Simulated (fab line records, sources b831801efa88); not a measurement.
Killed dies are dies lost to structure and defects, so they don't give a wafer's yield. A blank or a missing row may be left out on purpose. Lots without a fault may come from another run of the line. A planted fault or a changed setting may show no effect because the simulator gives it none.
Which tool did it? | flow gf180mcu | 12 lots, 36 wafers sampled, at 5 steps of a route of 602

WHAT THE GAUGES READ, wafer by wafer
GF_VT_IMPLANT_TW_MEAS_21. Usual: VT_IMPLANT_2_TW 1212, standard deviation 14.
lot  | measured     | on            | VT_IMPLANT_2_TW               | flag
L864 | day 6 19:11  | film_metro-03 | 1222 1221 1218                |
L866 | day 7 07:11  | film_metro-03 | 1225 1225 1230                |
L871 | day 8 15:51  | film_metro-04 | 1159 1155 1150 1155 1155 1161 | OFF
L872 | day 8 22:23  | film_metro-02 | 1126 1127 1123 1134 1125 1120 | OFF
L873 | day 9 02:50  | film_metro-02 | 1200 1201 1196                |
L875 | day 9 18:32  | film_metro-02 | 1198 1199 1196                |
L877 | day 10 06:17 | film_metro-02 | 1192 1190 1200                |
L878 | day 10 11:58 | film_metro-02 | 1193 1190 1191                |
L881 | day 11 08:26 | film_metro-04 | 1229 1232 1229                |
L882 | day 11 10:27 | film_metro-02 | 1195 1190 1192                |
L884 | day 11 23:29 | film_metro-03 | 1218 1222 1214                |
L885 | day 12 11:08 | film_metro-04 | 1232 1229 1228                |

GF_V2_THK_MEAS_01. Usual: V2_CVD_00_THK 601 nm, standard deviation 8.7.
lot  | measured     | on            | V2_CVD_00_THK (nm) | flag
L864 | day 20 01:44 | film_metro-02 | 594 605 593        |
L866 | day 20 17:26 | film_metro-04 | 606 600 624        |
L871 | day 22 13:44 | film_metro-02 | 600 579 602        |
L872 | day 23 01:34 | film_metro-01 | 595 602 612        |
L873 | day 23 06:41 | film_metro-04 | 587 591 586        |
L875 | day 24 06:22 | film_metro-01 | 597 603 606        |
L877 | day 24 18:15 | film_metro-02 | 599 603 598        |
L878 | day 24 21:43 | film_metro-02 | 596 594 587        |
L881 | day 26 05:17 | film_metro-02 | 610 601 603        |
L882 | day 26 11:17 | film_metro-01 | 603 595 617        |
L884 | day 27 07:19 | film_metro-04 | 609 614 612        |
L885 | day 27 05:23 | film_metro-01 | 596 605 606        |

WHICH TOOL RAN EACH LOT (tool, then ch and the chambers of the sampled wafers, then the start)
lot  | GF_MVSD_STRIP_10                     | GF_VT_IMPLANT_IMPLANT_19        | GF_V1_CMP_26
L864 | plasma_asher-02 ch 0,1, day 4 22:11  | implanter-04 ch 0, day 6 18:58  | cmp-02 ch 0,1,3, day 19 00:02
L866 | plasma_asher-03 ch 0,1, day 5 09:01  | implanter-03 ch 0, day 7 06:56  | cmp-01 ch 1,2, day 19 16:41
L871 | plasma_asher-03 ch 0,1, day 6 16:22  | implanter-04 ch 0, day 8 15:38  | cmp-02 ch 0,3, day 21 13:23
L872 | plasma_asher-01 ch 0, day 6 22:34    | implanter-04 ch 0, day 8 22:09  | cmp-01 ch 0,1,3, day 22 01:49
L873 | plasma_asher-01 ch 0,1, day 7 02:44  | implanter-01 ch 0, day 9 02:35  | cmp-01 ch 1,3, day 22 06:35
L875 | plasma_asher-01 ch 0,1, day 7 16:01  | implanter-03 ch 0, day 9 18:19  | cmp-02 ch 0,1,2, day 23 06:09
L877 | plasma_asher-02 ch 0,1, day 8 03:01  | implanter-03 ch 0, day 10 06:02 | cmp-02 ch 1,2,3, day 23 18:59
L878 | plasma_asher-03 ch 0,1, day 8 08:16  | implanter-03 ch 0, day 10 11:44 | cmp-01 ch 2,3, day 23 22:40
L881 | plasma_asher-03 ch 0,1, day 9 01:52  | implanter-03 ch 0, day 11 08:11 | cmp-01 ch 1,3, day 25 06:40
L882 | plasma_asher-03 ch 0,1, day 9 05:13  | implanter-03 ch 0, day 11 10:13 | cmp-01 ch 0,2,3, day 25 12:32
L884 | plasma_asher-03 ch 0, day 9 15:53    | implanter-04 ch 0, day 11 23:14 | cmp-02 ch 0,1, day 26 09:04
L885 | plasma_asher-01 ch 0,1, day 10 01:47 | implanter-04 ch 0, day 12 10:53 | cmp-01 ch 0,1,3, day 26 07:20
- GF_MVSD_STRIP_10: strips in O2/N2.
- GF_VT_IMPLANT_IMPLANT_19
- GF_V1_CMP_26: polishes, stops on SiO2, t overpolish 15 s, target thk 0 nm.

WHAT THE TOOLS THEMSELVES READ (means of the sampled wafers that have a number; where no wafer has one, the mark that the record gives instead)
GF_MVSD_STRIP_10. Usual: chamber_pressure_mTorr 1499.8 mTorr, standard deviation 1.3; drypump_motor_current_A 5.4 A, standard deviation 0.39; heater_power_w 341 W, standard deviation 41; oes_product_au 0.722 a.u., standard deviation 0.0042; strip_time_to_endpoint_s 36.96 s, standard deviation 0.13.
lot  | tool            | chamber_pressure_mTorr (mTorr) | drypump_motor_current_A (A) | heater_power_w (W) | oes_product_au (a.u.) | strip_time_to_endpoint_s (s) | flag
L864 | plasma_asher-02 | 1501.2                         | 5.2                         | 350                | 0.725                 | 36.97                        |
L866 | plasma_asher-03 | 1499.8                         | 5.6                         | 309                | 0.724                 | 36.99                        |
L871 | plasma_asher-03 | 1500.0                         | 5.6                         | 311                | 0.721                 | 37.18                        |
L872 | plasma_asher-01 | 1500.0                         | 5.6                         | 365                | 0.723                 | 36.91                        |
L873 | plasma_asher-01 | 1500.5                         | 5.4                         | 347                | 0.719                 | 36.93                        |
L875 | plasma_asher-01 | 1499.8                         | 5.4                         | 344                | 0.720                 | 36.92                        |
L877 | plasma_asher-02 | 1498.7                         | 5.2                         | 355                | 0.722                 | 36.78                        |
L878 | plasma_asher-03 | 1499.9                         | 5.6                         | 306                | 0.722                 | 36.89                        |
L881 | plasma_asher-03 | 1500.2                         | 5.6                         | 312                | 0.725                 | 37.02                        |
L882 | plasma_asher-03 | 1500.5                         | 5.6                         | 309                | 0.723                 | 37.09                        |
L884 | plasma_asher-03 | 1500.2                         | 5.4                         | 303                | 0.718                 | 36.82                        |
L885 | plasma_asher-01 | 1499.7                         | 5.4                         | 347                | 0.722                 | 36.91                        |

GF_VT_IMPLANT_IMPLANT_19. Usual: beam_energy_keV 99.997, standard deviation 0.029; beam_on_s 10.00 s, standard deviation 0.21; faraday_current_uA 24.5, standard deviation 0.51.
lot  | tool         | beam_energy_keV | beam_on_s (s) | faraday_current_uA | flag
L864 | implanter-04 | 99.990          | 10.23         | 24.0               |
L866 | implanter-03 | 100.023         | 10.05         | 24.5               |
L871 | implanter-04 | 99.997          | 8.31          | 29.4               | OFF
L872 | implanter-04 | 100.010         | 8.19          | 29.9               | OFF
L873 | implanter-01 | 100.012         | 10.03         | 24.4               |
L875 | implanter-03 | 100.001         | 10.03         | 24.5               |
L877 | implanter-03 | 99.983          | 10.09         | 24.3               |
L878 | implanter-03 | 100.017         | 9.98          | 24.6               |
L881 | implanter-03 | 99.962          | 10.02         | 24.5               |
L882 | implanter-03 | 100.003         | 10.13         | 24.3               |
L884 | implanter-04 | 99.970          | 9.86          | 24.9               |
L885 | implanter-04 | 99.990          | 10.13         | 24.2               |

GF_V1_CMP_26. Usual: head_pressure_psi 3.500 psi, standard deviation 0.0076; motor_current_A 11.4 A, standard deviation 0.85; overpolish_run_s 15.000 s, standard deviation 0.0099; time_to_endpoint_s 83 s, standard deviation 4.2.
lot  | tool   | head_pressure_psi (psi) | motor_current_A (A) | overpolish_run_s (s) | time_to_endpoint_s (s) | flag
L864 | cmp-02 | 3.498                   | 11.7                | 15.006               | 79                     |
L866 | cmp-01 | 3.499                   | 10.9                | 14.998               | 87                     |
L871 | cmp-02 | 3.501                   | 11.5                | 15.001               | 86                     |
L872 | cmp-01 | 3.500                   | 11.4                | 14.990               | 80                     |
L873 | cmp-01 | 3.499                   | 10.4                | 15.005               | 83                     |
L875 | cmp-02 | 3.492                   | 11.6                | 14.999               | 82                     |
L877 | cmp-02 | 3.501                   | 11.2                | 14.999               | 84                     |
L878 | cmp-01 | 3.500                   | 11.3                | 15.000               | 83                     |
L881 | cmp-01 | 3.509                   | 10.3                | 15.006               | 83                     |
L882 | cmp-01 | 3.501                   | 11.6                | 14.993               | 81                     |
L884 | cmp-02 | 3.500                   | 11.5                | 14.991               | 85                     |
L885 | cmp-01 | 3.498                   | 11.3                | 14.996               | 84                     |

THE ANSWER, worked out from the rows above alone
Rule: a lot is off if the mean of its wafers that have a number lies more than 3 standard deviations from the usual mean. A lot without any number at a reading at which 4 lots or more have one is off too. The other lots that the step has rows for count as sound. The gauges are gone through in route order, then the tools' own readings, and for those a lot's mean is taken as printed above. The first step at which some lot is off is used, and at that step the reading that is off furthest; a lot without a number counts as furthest.
Off: L871, L872, at GF_VT_IMPLANT_TW_MEAS_21 (VT_IMPLANT_2_TW).
A tool fits if, at a process step before that reading, it ran every lot that is off, and no sound lot after the first of them. The gauges at GF_VT_IMPLANT_TW_MEAS_21 aren't tried: what is off there is off at GF_VT_IMPLANT_IMPLANT_19 too, on other tools, and a gauge's error can't cause that. None of those tried fits.

WHAT THE SIMULATOR HAD PUT IN
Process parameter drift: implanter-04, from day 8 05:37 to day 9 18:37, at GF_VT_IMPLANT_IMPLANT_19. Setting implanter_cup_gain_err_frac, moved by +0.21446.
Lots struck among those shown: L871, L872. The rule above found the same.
